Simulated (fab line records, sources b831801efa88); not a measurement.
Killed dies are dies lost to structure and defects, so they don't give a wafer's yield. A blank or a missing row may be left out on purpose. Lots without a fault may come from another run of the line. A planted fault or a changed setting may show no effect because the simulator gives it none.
Which tool did it? | flow sky130 | 6 lots, 17 wafers sampled, at 1 step of a route of 708

WHAT THE GAUGES READ, wafer by wafer
SKY_CAP2M_OVL_MEAS_12.
lot  | measured     | on         | CAP2M_OVL (nm)
L700 | day 42 04:22 | overlay-01 | -1.1 -1.1 -1.2
L702 | day 42 12:47 | overlay-01 | -2.1 -3.2 -4.0
L705 | day 43 07:55 | overlay-01 | -2.0 -2.1
L713 | day 45 13:47 | overlay-02 | -0.2 -1.1 0.9
L715 | day 46 01:40 | overlay-01 | -2.7 -1.7 -1.5
L718 | day 47 04:08 | overlay-02 | 1.1 2.1 2.3

WHICH TOOL RAN EACH LOT (tool, then ch and the chambers of the sampled wafers, then the start)
The record holds no process step before these readings.

THE ANSWER, worked out from the rows above alone
Rule: what is usual is taken from the lots themselves. Put in order of their means at a reading, lots are off if they are a third of the lots or fewer, leave a main group of 4 or more, and stand apart from it by a gap of 3 or more times the standard deviation of the main group's means; of several such gaps the widest counts. A main group whose means are all the same, to the digits that the tables above print for the reading, isn't used. A lot without any number at a reading at which 4 lots or more have one is off too. The other lots that the step has rows for count as sound.
No lot is off at any reading shown: from this, nothing can be told.

WHAT THE SIMULATOR HAD PUT IN
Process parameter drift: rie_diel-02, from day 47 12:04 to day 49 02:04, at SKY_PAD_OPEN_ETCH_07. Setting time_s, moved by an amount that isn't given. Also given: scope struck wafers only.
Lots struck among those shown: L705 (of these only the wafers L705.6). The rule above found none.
